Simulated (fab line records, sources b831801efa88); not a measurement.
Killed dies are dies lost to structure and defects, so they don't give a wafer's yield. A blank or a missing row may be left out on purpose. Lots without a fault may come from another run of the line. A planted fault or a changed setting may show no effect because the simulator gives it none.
A struck lot beside a sound one | flow sky130 | 24 steps out of a route of 708
Sound: wafers L546.2, L546.3, L546.6. Struck: wafers L557.1, L557.3, L557.5. The cause comes at the end.
At each step with rows: each side's tool, then ch and its chambers, then its first start. Under that, the readings that differ: sound wafers | struck wafers | difference of the means | sigmas: that difference in standard deviations of wafers without a fault.
alike: readings whose means differ by less than 2 such deviations, and words and numbers that are the same on both sides. not compared: withheld readings, readings that some wafer has no value for, bounds like >300 that may hide the same value, and numbers for which the record gives no deviation and whose values overlap.
The two part at a step that has a row with sigmas, a row that says differs or no value, or rows on one side only. Numbers that don't overlap but have no deviation are shown without sigmas and don't part them. A reading that every wafer of one side lacks parts them only if that side has two wafers or more.

first, 2 steps without rows for these wafers: SKY_POLY_GATE_CLEAN_19 (cleans in SC1/SC2, time 150 s); SKY_POLY_GATE_OXIDATION_20 (stabilise 600 s, purge 300 s, target thk 4 nm).
SKY_POLY_GATE_THK_MEAS_21:
  sound on film_metro-04, day 19 18:46; struck on film_metro-01, day 23 16:02
  reading                      | sound          | struck         | difference | sigmas
  POLY_GATE_OXIDATION_THK (nm) | 3.99 3.99 4.01 | 4.16 4.15 4.17 | +0.16      | +2
SKY_POLY_GATE_CD_MEAS_22:
  sound on cd_sem-02, day 19 18:50; struck on cd_sem-01, day 23 16:06
  alike: cd_nm
then, 7 steps without rows for these wafers: SKY_LDD_N_DEHYDRATE_00 (time 60 s); SKY_LDD_N_HMDS_01 (prime time 60 s); SKY_LDD_N_COAT_02 (resist thk 300 nm); SKY_LDD_N_SOFTBAKE_03 (time 60 s); SKY_LDD_N_EXPOSE_04 (exposes mask NTM, target cd 840 nm); SKY_LDD_N_PEB_05; SKY_LDD_N_DEVELOP_06 (develop time 60 s).
SKY_LDD_N_OVL_MEAS_07:
  sound on overlay-01, day 21 01:14; struck on overlay-02, day 24 21:46
  alike: LDD_N_OVL
SKY_LDD_N_IMPLANT_08:
  sound on implanter-03 ch 0, day 21 01:19; struck on implanter-03 ch 0, day 24 21:48
  reading                | sound                         | struck                        | difference | sigmas
  dose_ions_cm2          | 7.505e+13 7.504e+13 7.494e+13 | 4.766e+13 4.756e+13 4.784e+13 | -2.732e+13 | -99 or more
  faraday_current_uA     | 421 417 421                   | 265 271 270                   | -151       | -18
  rotation_deg (degrees) | 22.988 22.970 22.995          | 23.044 23.014 23.044          | +0.050     | +2
then, 7 steps without rows for these wafers: SKY_LDD_N_IMPLANT_09; SKY_LDD_N_IMPLANT_10; SKY_LDD_N_IMPLANT_11; SKY_LDD_N_IMPLANT_12; SKY_LDD_N_IMPLANT_13; SKY_LDD_N_IMPLANT_14; SKY_LDD_N_IMPLANT_15.
SKY_LDD_N_STRIP_16: strips in O2/N2.
  sound on plasma_asher-02 ch 0,1, day 21 03:22; struck on plasma_asher-03 ch 0,1, day 24 23:00
  reading                      | sound             | struck            | difference | sigmas
  strip_time_to_endpoint_s (s) | 4.315 4.328 4.324 | 4.225 4.210 4.219 | -0.104     | -8
  alike: drypump_motor_current_A, oes_product_au
  not compared: rf_hours_counter_h
SKY_LDD_N_TW_MEAS_17:
  sound on film_metro-03, day 21 03:29; struck on film_metro-03, day 24 23:06
  reading  | sound          | struck         | difference | sigmas
  LDD_N_TW | 2570 2582 2587 | 2512 2523 2537 | -56        | -4
then, 1 step without rows for these wafers: SKY_LDD_P_DEHYDRATE_00 (time 60 s).
-- the record jumps here: 25 days lie between the struck wafers' starts before and after (it left off in module LDD_P and takes up again in module PAD_OPEN, whose first step shown is number 708 of the route) --
SKY_PAD_OPEN_PROBE_99:
  the record has rows for the struck wafers here (prober-01, day 50 05:26) and none for the sound ones

WHERE THEY PART
First at SKY_POLY_GATE_THK_MEAS_21; last, within this record, at SKY_PAD_OPEN_PROBE_99.

WHY: what the simulator had put in
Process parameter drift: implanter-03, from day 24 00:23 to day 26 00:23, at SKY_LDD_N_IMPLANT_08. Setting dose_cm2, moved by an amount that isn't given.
